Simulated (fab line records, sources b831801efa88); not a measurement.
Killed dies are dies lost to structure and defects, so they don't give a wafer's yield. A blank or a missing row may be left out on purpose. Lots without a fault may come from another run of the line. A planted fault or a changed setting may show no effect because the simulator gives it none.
A struck lot beside a sound one | flow sky130 | 14 steps out of a route of 708
Sound: wafers L689.2, L689.3, L689.4. Struck: wafers L682.1, L682.3, L682.4. The cause comes at the end.
At each step with rows: each side's tool, then ch and its chambers, then its first start. Under that, the readings that differ: sound wafers | struck wafers | difference of the means | sigmas: that difference in standard deviations of wafers without a fault.
alike: readings whose means differ by less than 2 such deviations, and words and numbers that are the same on both sides. not compared: withheld readings, readings that some wafer has no value for, bounds like >300 that may hide the same value, and numbers for which the record gives no deviation and whose values overlap.
The two part at a step that has a row with sigmas, a row that says differs or no value, or rows on one side only. Numbers that don't overlap but have no deviation are shown without sigmas and don't part them. A reading that every wafer of one side lacks parts them only if that side has two wafers or more.

first, 1 step without rows for these wafers: SKY_VT_ADJUST_HVTP_DEVELOP_06 (develop time 60 s).
SKY_VT_ADJUST_HVTP_CD_MEAS_07: target cd 380 nm.
  sound on cd_sem-01, day 11 18:35; struck on cd_sem-02, day 9 11:07
  alike: cd_nm
SKY_VT_ADJUST_HVTP_OVL_MEAS_08:
  sound on overlay-02, day 11 18:41; struck on overlay-02, day 9 11:14
  alike: VT_ADJUST_HVTP_OVL
then, 1 step without rows for these wafers: SKY_VT_ADJUST_HVTP_IMPLANT_09.
SKY_VT_ADJUST_HVTP_STRIP_10: strips in O2/N2.
  sound on plasma_asher-03 ch 0,1, day 11 18:52; struck on plasma_asher-02 ch 0,1, day 9 11:25
  alike: drypump_motor_current_A, oes_product_au, strip_time_to_endpoint_s
  not compared: rf_hours_counter_h
SKY_VT_ADJUST_HVTP_TW_MEAS_11:
  sound on film_metro-02, day 11 18:59; struck on film_metro-04, day 9 11:31
  alike: VT_ADJUST_HVTP_TW
then, 6 steps without rows for these wafers: SKY_VT_ADJUST_LVTN_DEHYDRATE_00 (time 60 s); SKY_VT_ADJUST_LVTN_HMDS_01 (prime time 60 s); SKY_VT_ADJUST_LVTN_COAT_02 (resist thk 3000 nm); SKY_VT_ADJUST_LVTN_SOFTBAKE_03; SKY_VT_ADJUST_LVTN_EXPOSE_04 (exposes mask NWM COMPLEMENT LESS NATIVE, target cd 840 nm); SKY_VT_ADJUST_LVTN_PEB_05.
SKY_VT_ADJUST_LVTN_DEVELOP_06: develop time 60 s.
  sound on litho_track-01 ch 0, day 12 19:00; struck on litho_track-01, day 10 08:00
  no value came back on the struck wafers for chill_plate_temp_C (C), develop_time_s (s); on the sound wafers chill_plate_temp_C (C) reads 23.17 23.17 22.97
SKY_VT_ADJUST_LVTN_OVL_MEAS_07:
  sound on overlay-01, day 12 19:11; struck on overlay-01, day 10 08:53
  reading                 | sound         | struck | difference                    | sigmas
  VT_ADJUST_LVTN_OVL (nm) | -0.3 0.6 -0.2 | - - -  | no value on the struck wafers |

WHERE THEY PART
First at SKY_VT_ADJUST_LVTN_DEVELOP_06; last, within this record, at SKY_VT_ADJUST_LVTN_OVL_MEAS_07.

WHY: what the simulator had put in
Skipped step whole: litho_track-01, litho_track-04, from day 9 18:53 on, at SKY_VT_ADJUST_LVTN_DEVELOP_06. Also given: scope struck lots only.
